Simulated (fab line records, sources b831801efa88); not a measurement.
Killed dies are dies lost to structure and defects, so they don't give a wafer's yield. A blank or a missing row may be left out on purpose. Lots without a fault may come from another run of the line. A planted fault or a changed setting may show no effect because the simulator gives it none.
Chamber matching | flow sky130 | SKY_METAL4_ETCH_17 on rie_diel-04: 4 sister chambers
The step etches SiO2 in C4F8/O2/Ar, stops on TiN, time 3.9 s, target depth 15 nm. 8 wafers are shown with their chamber, then 10 later ones without.

WAFERS WITH THEIR CHAMBER
wafer  | chamber | oes_product_au (a.u.)
L194.3 | 0       | 0.759
L205.1 | 0       | 0.749
L205.2 | 1       | 0.751
L208.1 | 3       | 0.756
L208.3 | 1       | 0.755
L208.4 | 2       | 0.758
L209.3 | 3       | 0.753
L209.4 | 2       | 0.758

WAFERS WITHOUT THEIR CHAMBER
wafer  | oes_product_au (a.u.)
L209.6 | 0.765
L211.4 | 0.763
L211.5 | 0.747
L211.6 | 0.759
L212.1 | 0.750
L212.3 | 0.752
L212.5 | 0.758
L213.2 | 0.746
L213.3 | 0.759
L213.6 | 0.763

WHICH CHAMBER EACH WENT THROUGH
wafer  | from the rows above               | in truth
L209.6 | can't be placed: 2 or 3 or 0 or 1 | 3
L211.4 | can't be placed: 2 or 3 or 0 or 1 | 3
L211.5 | can't be placed: 1 or 0 or 3 or 2 | 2
L211.6 | can't be placed: 2 or 3 or 0 or 1 | 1
L212.1 | can't be placed: 1 or 0 or 3 or 2 | 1
L212.3 | can't be placed: 1 or 0 or 3 or 2 | 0
L212.5 | can't be placed: 2 or 3 or 0 or 1 | 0
L213.2 | can't be placed: 1 or 0 or 3 or 2 | 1
L213.3 | can't be placed: 2 or 3 or 0 or 1 | 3
L213.6 | can't be placed: 2 or 3 or 0 or 1 | 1
Placed correctly: 0 of 10. Can't be placed from these rows: 10 (the true chamber is among the candidates in 10). Placed wrongly: 0.
How it was worked out, from the rows above alone: a wafer's distance from a chamber is the root of the sum, over the readings, of the square of ((its reading less the chamber's mean) divided by the reading's scatter). The wafer belongs to the nearest chamber; if the next one is less than 2 further off, it can't be placed. A chamber's mean is the mean of its shown wafers. The scatter: the root of (the sum of the squares of (reading less its chamber's mean) over the shown wafers, divided by (wafers less chambers)).
